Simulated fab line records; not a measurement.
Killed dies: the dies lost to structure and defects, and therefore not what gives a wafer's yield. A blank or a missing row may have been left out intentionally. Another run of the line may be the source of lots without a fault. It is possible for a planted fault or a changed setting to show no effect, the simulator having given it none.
fab line records ; flow gf180mcu
record: lots: 5; wafers: 15; last-day: 35
route steps=602 shown M5@533 V5@540
lots untouched by any fault: they come from a run of this same line in which no faults occurred
start-h: start of the lot's first displayed wafer, in hours after the record's first day ; wait-h: hours from the lot's prior step to this one ; " same as the row above ; L1.1+2: a single row standing in for several wafers ; - either no value or no given start ; * or withheld: withheld ; < > ~ a bound
route shown NAME@n: a module of which the file shows steps, and the number in the route of the first ; usual: mean/standard deviation of fault-free wafers ; same: alike in all rows ; chamber/n: place in a boat ; sites: per-site readings ; _std_site: how widely they spread, as a standard deviation ; _edge_site: the outer-site mean with the inner-site mean subtracted ; radius-mm: how far each site lies from the wafer's centre ; mask NAME#n: copy n ; behind: tool/chamber where the wafer was last shaped ; hold: what put the lot on hold/how long, in hours/how the hold closed ; device: the transistor (n, p or np) that didn't switch ; end of line: tests of these same wafers at the route's end ; for a step that has no rows: nothing shown but its recipe ; killed: count of dies lost to structure and defects at first sort (not the wafer's yield) ; map: a wafer's dies, x killed, . not, _ none there
set.NAME: the run value of the setting; set.NAME@STEP: its run value at that earlier step ; model.NAME: the simulator's own value behind a step, which no gauge read
lots seen at some steps along the route; tables by step, rows by wafer
services: a tool's chamber out of use, with start hour (start-h, from the record's first day; less than 0 if before it), hours out, and reason
== steps ==
step: GF_M5_CD_MEAS_07
recipe: target-cd-nm: 280
usual: cd-nm: 280.3/1.1
lot.wafer;tool;chamber;start-h;wait-h;cd-nm
L080.1;cd-sem-02;-;673.44;0.1;280.4
L080.5;cd-sem-02;-;673.44;0.1;280.2
L080.6;cd-sem-02;-;673.44;0.1;280.6
L083.2;cd-sem-01;-;693.76;0.1;280.6
L083.3;cd-sem-01;-;693.76;0.1;281.7
L083.5;cd-sem-01;-;693.76;0.1;281.0
L087.1;cd-sem-01;-;715.49;0.1;282.6
L087.5;cd-sem-01;-;715.49;0.1;280.6
L087.6;cd-sem-01;-;715.49;0.1;281.5
L093.1;cd-sem-02;-;757.50;0.1;279.1
L093.3;cd-sem-02;-;757.50;0.1;279.7
L093.6;cd-sem-02;-;757.50;0.1;279.4
L096.2;cd-sem-02;-;774.86;0.1;278.4
L096.3;cd-sem-02;-;774.86;0.1;279.1
L096.5;cd-sem-02;-;774.86;0.1;278.9
step: GF_M5_OVL_MEAS_08
usual: M5_OVL: -2/4.5
lot.wafer;tool;chamber;start-h;wait-h;M5_OVL[nm]
L080.1;overlay-01;-;673.56;0.1;2
L080.5;overlay-01;-;673.56;0.1;-2
L080.6;overlay-01;-;673.56;0.1;0
L083.2;overlay-01;-;693.87;0.1;-9
L083.3;overlay-01;-;693.87;0.1;2
L083.5;overlay-01;-;693.87;0.1;-1
L087.1;overlay-01;-;715.61;0.1;-2
L087.5;overlay-01;-;715.61;0.1;-5
L087.6;overlay-01;-;715.61;0.1;-8
L093.1;overlay-02;-;757.62;0.1;-1
L093.3;overlay-02;-;757.62;0.1;-2
L093.6;overlay-02;-;757.62;0.1;-3
L096.2;overlay-01;-;774.97;0.1;3
L096.3;overlay-01;-;774.97;0.1;-5
L096.5;overlay-01;-;774.97;0.1;-10
step: GF_M5_ETCH_09
recipe: chemistry: CF4/O2; target: Si3N4; target-depth-nm: 52; source-w: 800; bias-w: 150; pressure-mtorr: 150; cf4-flow-sccm: 80; O2_flow_sccm: 10; time-s: 11.6
usual: drypump-motor-current-A: 5.7/0.42; oes-product-au: 1.000/0.014; throttle-valve-pct: 5.971/0.0094
lot.wafer;tool;chamber;start-h;wait-h;drypump-motor-current-A;oes-product-au;rf-hours-counter-h;throttle-valve-pct
L080.1;rie-diel-02;2;673.60;0.0;6.2;0.996;9;5.971
L080.5;rie-diel-02;2;673.60;0.0;6.2;1.000;-;5.983
L080.6;rie-diel-02;3;673.60;0.0;6.1;0.996;-;5.960
L083.2;rie-diel-01;1;693.90;0.0;5.2;1.002;12;5.965
L083.3;rie-diel-01;3;693.90;0.0;5.1;0.994;43;5.984
L083.5;rie-diel-01;2;693.90;0.0;5.5;0.994;-;5.976
L087.1;rie-diel-02;1;715.65;0.0;5.7;0.999;1;5.967
L087.5;rie-diel-02;2;715.65;0.0;6.2;0.995;-;5.955
L087.6;rie-diel-02;3;715.65;0.0;6.1;0.994;-;5.978
L093.1;rie-diel-04;1;757.65;0.0;5.2;1.010;7;5.975
L093.3;rie-diel-04;2;757.65;0.0;6.1;1.030;28;5.979
L093.6;rie-diel-04;2;757.65;0.0;6.1;1.022;-;5.973
L096.2;rie-diel-01;2;775.00;0.0;5.5;0.990;8;5.980
L096.3;rie-diel-01;1;775.00;0.0;5.2;1.002;16;5.975
L096.5;rie-diel-01;2;775.00;0.0;5.5;1.005;-;5.975
step: GF_M5_METAL_ETCH_10
recipe: chemistry: Cl2/BCl3; mask-material: KrF; target-depth-nm: 627.5; stop-on: SiO2; pressure-mtorr: 8; icp-w: 800; bias-w: 140; Cl2_flow_sccm: 80; bcl3-flow-sccm: 40; time-s: 104.6
usual: drypump-motor-current-A: 5.78/0.15; oes-product-au: 0.975/0.0076; throttle-valve-pct: 28.245/0.012
lot.wafer;tool;chamber;start-h;wait-h;drypump-motor-current-A;oes-product-au;rf-hours-counter-h;throttle-valve-pct
L080.1;rie-metal-02;0;673.62;0.0;5.80;0.972;6;28.254
L080.5;rie-metal-02;1;673.62;0.0;5.90;0.973;-;28.269
L080.6;rie-metal-02;0;673.62;0.0;5.80;0.973;-;28.266
L083.2;rie-metal-01;0;693.92;0.0;5.28;0.962;3;28.246
L083.3;rie-metal-01;0;693.92;0.0;5.29;0.972;-;28.253
L083.5;rie-metal-01;1;693.92;0.0;5.82;0.971;-;28.262
L087.1;rie-metal-02;0;715.67;0.0;5.79;0.978;7;28.241
L087.5;rie-metal-02;0;715.67;0.0;5.80;0.988;-;28.246
L087.6;rie-metal-02;1;715.67;0.0;5.87;0.975;-;28.241
L093.1;rie-metal-02;1;757.68;0.0;5.91;0.979;6;28.235
L093.3;rie-metal-02;1;757.68;0.0;5.90;0.965;-;28.251
L093.6;rie-metal-02;1;757.68;0.0;5.88;0.987;-;28.235
L096.2;rie-metal-04;0;775.02;0.0;5.90;0.970;15;28.238
L096.3;rie-metal-04;1;775.02;0.0;5.70;0.993;-;28.226
L096.5;rie-metal-04;1;775.02;0.0;5.70;0.972;-;28.270
step: GF_M5_STRIP_11
recipe: chemistry: O2/N2; power-w: 1400; pressure-mtorr: 1500; platen-temp-c: 250; o2-flow-sccm: 3000; n2-flow-sccm: 300; overash-fraction: 0.5
usual: drypump-motor-current-A: 5.8/0.4; heater-power-w: 341/22; oes-product-au: 0.543/0.0045; strip-time-to-endpoint-s: 7.53/0.041
lot.wafer;tool;chamber;start-h;wait-h;drypump-motor-current-A;heater-power-w;oes-product-au;rf-hours-counter-h;strip-time-to-endpoint-s
L080.1;plasma-asher-01;1;673.73;0.1;6.6;312;0.539;25;7.55
L080.5;plasma-asher-01;0;673.73;0.1;5.2;335;0.547;-;7.53
L080.6;plasma-asher-01;1;673.73;0.1;6.5;309;0.545;-;7.51
L083.2;plasma-asher-01;0;694.03;0.1;5.2;334;0.539;27;7.53
L083.3;plasma-asher-01;1;694.03;0.1;6.5;303;0.549;-;7.55
L083.5;plasma-asher-01;0;694.03;0.1;5.2;334;0.543;-;7.45
L087.1;plasma-asher-04;1;715.78;0.1;5.8;381;0.549;95;7.52
L087.5;plasma-asher-04;1;715.78;0.1;5.8;391;0.535;-;7.55
L087.6;plasma-asher-04;0;715.78;0.1;6.0;343;0.539;-;7.51
L093.1;plasma-asher-02;1;757.79;0.1;5.8;339;0.552;64;7.61
L093.3;plasma-asher-02;0;757.79;0.1;5.7;333;0.546;-;7.55
L093.6;plasma-asher-02;1;757.79;0.1;5.8;340;0.542;-;7.55
L096.2;plasma-asher-02;0;775.13;0.1;5.7;334;0.538;66;7.50
L096.3;plasma-asher-02;0;775.13;0.1;5.7;336;0.542;-;7.46
L096.5;plasma-asher-02;0;775.13;0.1;5.7;327;0.550;-;7.46
step: GF_M5_STRIP_12
recipe: chemistry: post-etch-residue-remover; time-s: 1200; temp-c: 72.5
lot.wafer;tool;chamber;start-h;wait-h
L080.1+5+6;wet-bench-04;1;673.83;0.1
L083.2+3+5;wet-bench-01;3;694.13;0.1
L087.1+5+6;wet-bench-03;1;715.88;0.1
L093.1+3+6;wet-bench-01;1;757.89;0.1
L096.2+3+5;wet-bench-01;1;775.23;0.1
step: GF_M5_CLEAN_13
recipe: chemistry: DIW; dry: n2-spin
lot.wafer;tool;chamber;start-h;wait-h
L080.1+5+6;wet-bench-01;1;674.17;0.0
L083.2+3+5;wet-bench-04;2;694.50;0.0
L087.1+5+6;wet-bench-01;1;716.22;0.0
L093.1+3+6;wet-bench-03;1;758.23;0.0
L096.2+3+5;wet-bench-04;3;775.57;0.0
step: GF_V5_CVD_00
recipe: material: SiO2; target-thk-nm: 300; sigma-open-frac: 0.3; temp-c: 400; time-s: 50; sih4-flow-sccm: 60; pressure-mtorr: 6
lot.wafer;tool;chamber;start-h;wait-h
L080.1+5+6;hdpcvd-01;2,2,1;674.27;0.0
L083.2+3+5;hdpcvd-01;2,0,1;694.60;0.0
L087.1+5+6;hdpcvd-01;1,2,1;716.31;0.0
L093.1+3+6;hdpcvd-02;0,2,1;758.32;0.0
L096.2+3+5;hdpcvd-01;1,2,2;775.66;0.0
step: GF_V5_THK_MEAS_01
recipe: reads: SiO2_of_V5_CVD_00
usual: V5_CVD_00_THK: 300/3.5
lot.wafer;tool;chamber;start-h;wait-h;V5_CVD_00_THK[nm]
L080.1;film-metro-03;-;674.31;0.0;305
L080.5;film-metro-03;-;674.31;0.0;301
L080.6;film-metro-03;-;674.31;0.0;300
L083.2;film-metro-03;-;694.65;0.0;300
L083.3;film-metro-03;-;694.65;0.0;298
L083.5;film-metro-03;-;694.65;0.0;301
L087.1;film-metro-01;-;716.36;0.0;300
L087.5;film-metro-01;-;716.36;0.0;300
L087.6;film-metro-01;-;716.36;0.0;299
L093.1;film-metro-03;-;758.37;0.0;304
L093.3;film-metro-03;-;758.37;0.0;302
L093.6;film-metro-03;-;758.37;0.0;306
L096.2;film-metro-02;-;775.72;0.0;298
L096.3;film-metro-02;-;775.72;0.0;302
L096.5;film-metro-02;-;775.72;0.0;299
step: GF_V5_CVD_02
recipe: material: SiO2; target-thk-nm: 1450; precursor: TEOS; temp-c: 400; time-s: 163.28; rf-w: 600
usual: heater-power-w: 683/75
lot.wafer;tool;chamber;start-h;wait-h;heater-power-w
L080.1;pecvd-01;0;674.37;0.1;647
L080.5;pecvd-01;1;674.37;0.1;707
L080.6;pecvd-01;2;674.37;0.1;858
L083.2;pecvd-01;1;694.70;0.0;629
L083.3;pecvd-01;1;694.70;0.0;688
L083.5;pecvd-01;1;694.70;0.0;561
L087.1;pecvd-03;1;716.42;0.1;695
L087.5;pecvd-03;0;716.42;0.1;787
L087.6;pecvd-03;1;716.42;0.1;605
L093.1;pecvd-03;2;758.43;0.1;746
L093.3;pecvd-03;1;758.43;0.1;723
L093.6;pecvd-03;0;758.43;0.1;726
L096.2;pecvd-04;1;775.77;0.0;635
L096.3;pecvd-04;2;775.77;0.0;668
L096.5;pecvd-04;1;775.77;0.0;517
step: GF_V5_THK_MEAS_03
recipe: reads: SiO2_of_V5_CVD_02
usual: V5_CVD_02_THK: 1457/21
lot.wafer;tool;chamber;start-h;wait-h;V5_CVD_02_THK[nm]
L080.1;film-metro-01;-;674.48;0.1;1451
L080.5;film-metro-01;-;674.48;0.1;1441
L080.6;film-metro-01;-;674.48;0.1;1475
L083.2;film-metro-02;-;694.87;0.1;1409
L083.3;film-metro-02;-;694.87;0.1;1416
L083.5;film-metro-02;-;694.87;0.1;1436
L087.1;film-metro-01;-;716.53;0.1;1479
L087.5;film-metro-01;-;716.53;0.1;1488
L087.6;film-metro-01;-;716.53;0.1;1497
L093.1;film-metro-03;-;758.53;0.1;1449
L093.3;film-metro-03;-;758.53;0.1;1447
L093.6;film-metro-03;-;758.53;0.1;1483
L096.2;film-metro-01;-;775.89;0.1;1453
L096.3;film-metro-01;-;775.89;0.1;1444
L096.5;film-metro-01;-;775.89;0.1;1470
step: GF_V5_CMP_04
recipe: material: SiO2; down-force-psi: 4; platen-rpm: 60; pad-velocity-m-s: 0.94248
usual: motor-current-A: 12.2/1.8
lot.wafer;tool;chamber;start-h;wait-h;motor-current-A
L080.1;cmp-02;1;674.59;0.1;12.4
L080.6;cmp-02;0;674.59;0.1;12.4
L080.5;cmp-02;1;674.59;0.1;12.4
L083.3;cmp-02;0;694.92;0.0;12.4
L083.2;cmp-02;1;694.92;0.0;12.2
L083.5;cmp-02;1;694.92;0.0;12.2
L087.1;cmp-02;3;716.64;0.1;14.8
L087.6;cmp-02;2;716.64;0.1;9.9
L087.5;cmp-02;3;716.64;0.1;14.6
L093.3;cmp-01;3;758.59;0.0;10.9
L093.1;cmp-01;2;758.59;0.0;14.2
L093.6;cmp-01;0;758.59;0.0;9.6
L096.2;cmp-02;0;775.99;0.1;12.7
L096.3;cmp-02;1;775.99;0.1;12.2
L096.5;cmp-02;3;775.99;0.1;13.2
step: GF_V5_BOW_MEAS_05
recipe: mode: bow
usual: V5_BOW: 133/7.9
lot.wafer;tool;chamber;start-h;wait-h;V5_BOW[um]
L080.1;film-metro-01;-;674.84;0.2;132
L080.5;film-metro-01;-;674.84;0.2;130
L080.6;film-metro-01;-;674.84;0.2;133
L083.2;film-metro-03;-;695.24;0.2;126
L083.3;film-metro-03;-;695.24;0.2;127
L083.5;film-metro-03;-;695.24;0.2;124
L087.1;film-metro-01;-;716.89;0.2;134
L087.5;film-metro-01;-;716.89;0.2;136
L087.6;film-metro-01;-;716.89;0.2;136
L093.1;film-metro-01;-;758.89;0.1;138
L093.3;film-metro-01;-;758.89;0.1;124
L093.6;film-metro-01;-;758.89;0.1;137
L096.2;film-metro-02;-;776.26;0.2;132
L096.3;film-metro-02;-;776.26;0.2;139
L096.5;film-metro-02;-;776.26;0.2;134
step: GF_V5_DEHYDRATE_06
recipe: temp-c: 200; time-s: 60
usual: resist-line-temp-C: 22.99/0.11
lot.wafer;tool;chamber;start-h;wait-h;resist-line-temp-C
L080.1;litho-track-03;0;683.68;8.8;22.93
L080.5;litho-track-03;0;683.68;8.8;22.99
L080.6;litho-track-03;0;683.68;8.8;23.03
L083.2;litho-track-01;0;704.02;8.8;22.95
L083.3;litho-track-01;0;704.02;8.8;23.03
L083.5;litho-track-01;0;704.02;8.8;22.99
L087.1;litho-track-02;0;725.01;8.1;22.90
L087.5;litho-track-02;0;725.01;8.1;23.16
L087.6;litho-track-02;0;725.01;8.1;22.82
L093.1;litho-track-03;0;766.43;7.5;22.92
L093.3;litho-track-03;0;766.43;7.5;23.00
L093.6;litho-track-03;0;766.43;7.5;23.13
L096.2;litho-track-01;0;783.66;7.4;23.00
L096.3;litho-track-01;0;783.66;7.4;23.02
L096.5;litho-track-01;0;783.66;7.4;22.88
step: GF_V5_HMDS_07
recipe: prime-time-s: 60; prime-temp-c: 120
usual: resist-line-temp-C: 23.00/0.11
lot.wafer;tool;chamber;start-h;wait-h;resist-line-temp-C
L080.1;litho-track-03;0;683.83;0.1;22.77
L080.5;litho-track-03;0;683.83;0.1;22.81
L080.6;litho-track-03;0;683.83;0.1;22.95
L083.2;litho-track-01;0;704.17;0.1;23.14
L083.3;litho-track-01;0;704.17;0.1;23.19
L083.5;litho-track-01;0;704.17;0.1;23.08
L087.1;litho-track-02;0;725.16;0.1;22.93
L087.5;litho-track-02;0;725.16;0.1;22.90
L087.6;litho-track-02;0;725.16;0.1;22.94
L093.1;litho-track-03;0;766.58;0.1;23.01
L093.3;litho-track-03;0;766.58;0.1;22.90
L093.6;litho-track-03;0;766.58;0.1;22.90
L096.2;litho-track-01;0;783.81;0.1;23.16
L096.3;litho-track-01;0;783.81;0.1;22.97
L096.5;litho-track-01;0;783.81;0.1;23.10
step: GF_V5_COAT_08
recipe: resist: BARC; temp-c: withheld; time-s: withheld; spin-rpm: withheld; resist-thk-nm: withheld
usual: dispense-pressure-kPa: 48.4/1.9; resist-line-temp-C: *
lot.wafer;tool;chamber;start-h;wait-h;dispense-pressure-kPa;resist-line-temp-C
L080.1;litho-track-03;0;683.98;0.1;46.5;*
L080.5;litho-track-03;0;683.98;0.1;46.5;*
L080.6;litho-track-03;0;683.98;0.1;46.5;*
L083.2;litho-track-01;0;704.32;0.1;48.8;*
L083.3;litho-track-01;0;704.32;0.1;48.8;*
L083.5;litho-track-01;0;704.32;0.1;48.8;*
L087.1;litho-track-02;0;725.31;0.1;51.5;*
L087.5;litho-track-02;0;725.31;0.1;51.5;*
L087.6;litho-track-02;0;725.31;0.1;51.5;*
L093.1;litho-track-03;0;766.73;0.1;46.5;*
L093.3;litho-track-03;0;766.73;0.1;46.5;*
L093.6;litho-track-03;0;766.73;0.1;46.5;*
L096.2;litho-track-01;0;783.96;0.1;48.8;*
L096.3;litho-track-01;0;783.96;0.1;48.8;*
L096.5;litho-track-01;0;783.96;0.1;48.8;*
step: GF_V5_COAT_09
recipe: resist: KrF; spin-rpm: withheld; resist-thk-nm: 1000
usual: dispense-pressure-kPa: 48.3/1.9; resist-line-temp-C: 22.98/0.099
lot.wafer;tool;chamber;start-h;wait-h;dispense-pressure-kPa;resist-line-temp-C
L080.1;litho-track-03;0;-;-;46.5;22.98
L080.5;litho-track-03;0;-;-;46.5;23.15
L080.6;litho-track-03;0;-;-;46.5;22.91
L083.2;litho-track-01;0;-;-;48.7;23.06
L083.3;litho-track-01;0;-;-;48.7;23.08
L083.5;litho-track-01;0;-;-;48.7;23.11
L087.1;litho-track-02;0;-;-;51.3;23.12
L087.5;litho-track-02;0;-;-;51.4;22.81
L087.6;litho-track-02;0;-;-;51.4;23.04
L093.1;litho-track-03;0;-;-;46.4;22.83
L093.3;litho-track-03;0;-;-;46.4;22.82
L093.6;litho-track-03;0;-;-;46.5;22.95
L096.2;litho-track-01;0;-;-;48.8;22.94
L096.3;litho-track-01;0;-;-;48.8;23.01
L096.5;litho-track-01;0;-;-;48.7;22.81
step: GF_V5_SOFTBAKE_10
recipe: temp-c: 131; time-s: 60; resist: KrF
usual: resist-line-temp-C: 23.01/0.11
lot.wafer;tool;chamber;start-h;wait-h;resist-line-temp-C
L080.1;litho-track-03;0;-;-;23.09
L080.5;litho-track-03;0;-;-;23.11
L080.6;litho-track-03;0;-;-;23.04
L083.2;litho-track-01;0;-;-;23.03
L083.3;litho-track-01;0;-;-;23.15
L083.5;litho-track-01;0;-;-;22.96
L087.1;litho-track-02;0;-;-;22.84
L087.5;litho-track-02;0;-;-;23.06
L087.6;litho-track-02;0;-;-;23.15
L093.1;litho-track-03;0;-;-;23.21
L093.3;litho-track-03;0;-;-;23.00
L093.6;litho-track-03;0;-;-;23.03
L096.2;litho-track-01;0;-;-;22.87
L096.3;litho-track-01;0;-;-;22.96
L096.5;litho-track-01;0;-;-;23.05
step: GF_V5_EXPOSE_11
recipe: mask-id: Via5; target-cd-nm: 260; na: 0.68; source-shape: conventional; sigma-outer: 0.6; dose-mj: 38
usual: focus-offset-nm: -0.1/0.54; reticle-temp-C: 23.00/0.1
lot.wafer;tool;chamber;start-h;wait-h;mask;focus-offset-nm;reticle-temp-C
L080.1;krf-scanner-02;0;-;-;Via5#0;-1.2;23.00
L080.5;krf-scanner-02;0;-;-;Via5#0;-0.4;22.94
L080.6;krf-scanner-02;0;-;-;Via5#0;-0.2;22.91
L083.2;krf-scanner-02;0;-;-;Via5#0;-0.7;23.08
L083.3;krf-scanner-02;0;-;-;Via5#0;-0.6;23.14
L083.5;krf-scanner-02;0;-;-;Via5#0;0.2;23.14
L087.1;krf-scanner-02;0;-;-;Via5#0;-0.6;23.06
L087.5;krf-scanner-02;0;-;-;Via5#0;-0.9;23.07
L087.6;krf-scanner-02;0;-;-;Via5#0;0.2;23.09
L093.1;krf-scanner-02;0;-;-;Via5#0;-0.6;23.03
L093.3;krf-scanner-02;0;-;-;Via5#0;0.5;23.09
L093.6;krf-scanner-02;0;-;-;Via5#0;-0.2;23.00
L096.2;krf-scanner-01;0;-;-;Via5#0;0.0;22.95
L096.3;krf-scanner-01;0;-;-;Via5#0;0.1;23.01
L096.5;krf-scanner-01;0;-;-;Via5#0;0.3;22.78
step: GF_V5_PEB_12
recipe: peb-temp-c: 135; peb-time-s: 90; resist: KrF
usual: resist-line-temp-C: 22.98/0.11
lot.wafer;tool;chamber;start-h;wait-h;resist-line-temp-C
L080.1;litho-track-02;0;-;-;23.01
L080.5;litho-track-02;0;-;-;22.95
L080.6;litho-track-02;0;-;-;22.95
L083.2;litho-track-01;0;-;-;22.99
L083.3;litho-track-01;0;-;-;23.04
L083.5;litho-track-01;0;-;-;23.06
L087.1;litho-track-01;0;-;-;22.92
L087.5;litho-track-01;0;-;-;22.85
L087.6;litho-track-01;0;-;-;22.75
L093.1;litho-track-02;0;-;-;22.95
L093.3;litho-track-02;0;-;-;22.91
L093.6;litho-track-02;0;-;-;22.94
L096.2;litho-track-03;0;-;-;22.88
L096.3;litho-track-03;0;-;-;23.05
L096.5;litho-track-03;0;-;-;22.98
step: GF_V5_DEVELOP_13
recipe: develop-time-s: 60; resist: KrF; dev-temp-c: 21
usual: resist-line-temp-C: 23.01/0.095
lot.wafer;tool;chamber;start-h;wait-h;resist-line-temp-C
L080.1;litho-track-02;0;694.36;0.2;23.21
L080.5;litho-track-02;0;694.36;0.2;23.04
L080.6;litho-track-02;0;694.36;0.2;23.07
L083.2;litho-track-01;0;713.62;0.2;23.03
L083.3;litho-track-01;0;713.62;0.2;23.09
L083.5;litho-track-01;0;713.62;0.2;22.98
L087.1;litho-track-01;0;734.89;0.2;23.20
L087.5;litho-track-01;0;734.89;0.2;23.04
L087.6;litho-track-01;0;734.89;0.2;23.27
L093.1;litho-track-02;0;775.11;0.2;23.01
L093.3;litho-track-02;0;775.11;0.2;22.96
L093.6;litho-track-02;0;775.11;0.2;23.08
L096.2;litho-track-03;0;792.25;0.2;23.14
L096.3;litho-track-03;0;792.25;0.2;22.98
L096.5;litho-track-03;0;792.25;0.2;23.17
step: GF_V5_CD_MEAS_14
recipe: target-cd-nm: 260
usual: cd-nm: 260.1/1.3
lot.wafer;tool;chamber;start-h;wait-h;cd-nm
L080.1;cd-sem-02;-;694.51;0.1;261.8
L080.5;cd-sem-02;-;694.51;0.1;261.6
L080.6;cd-sem-02;-;694.51;0.1;260.0
L083.2;cd-sem-01;-;713.76;0.1;258.5
L083.3;cd-sem-01;-;713.76;0.1;259.0
L083.5;cd-sem-01;-;713.76;0.1;259.3
L087.1;cd-sem-01;-;735.04;0.1;258.7
L087.5;cd-sem-01;-;735.04;0.1;259.2
L087.6;cd-sem-01;-;735.04;0.1;259.2
L093.1;cd-sem-02;-;775.26;0.1;261.2
L093.3;cd-sem-02;-;775.26;0.1;261.6
L093.6;cd-sem-02;-;775.26;0.1;259.7
L096.2;cd-sem-02;-;792.45;0.2;260.0
L096.3;cd-sem-02;-;792.45;0.2;259.4
L096.5;cd-sem-02;-;792.45;0.2;260.9
== services ==
tool;chamber;start-h;hours;kind
krf-scanner-02;-;652.91;1.0;pm
rie-metal-01;0;668.81;1.5;repair
cmp-02;-;668.84;3.5;pm
rie-diel-04;-;671.33;2.6;repair
cmp-01;-;672.35;6.1;pm
rie-diel-01;1;672.51;3.0;repair
rie-metal-01;0;675.04;18.1;repair
pecvd-01;2;676.69;23.2;repair
rie-metal-04;-;683.23;2.6;repair
krf-scanner-01;-;693.66;1.3;pm
krf-scanner-02;-;695.05;0.8;pm
pecvd-01;0;696.62;12.9;repair
cmp-02;-;700.25;1.0;repair
rie-diel-02;3;700.30;4.6;repair
plasma-asher-02;-;701.73;2.2;repair
wet-bench-04;-;708.41;62.2;repair
rie-diel-01;2;738.15;6.1;repair
pecvd-03;1;759.01;22.2;repair
krf-scanner-02;-;759.03;1.3;pm
rie-diel-02;1;760.20;7.9;repair
cmp-02;-;765.79;0.2;repair
hdpcvd-01;1;781.12;3.6;repair
pecvd-03;-;783.03;0.9;repair
wet-bench-04;-;791.32;3.5;repair
== key ==
fault none
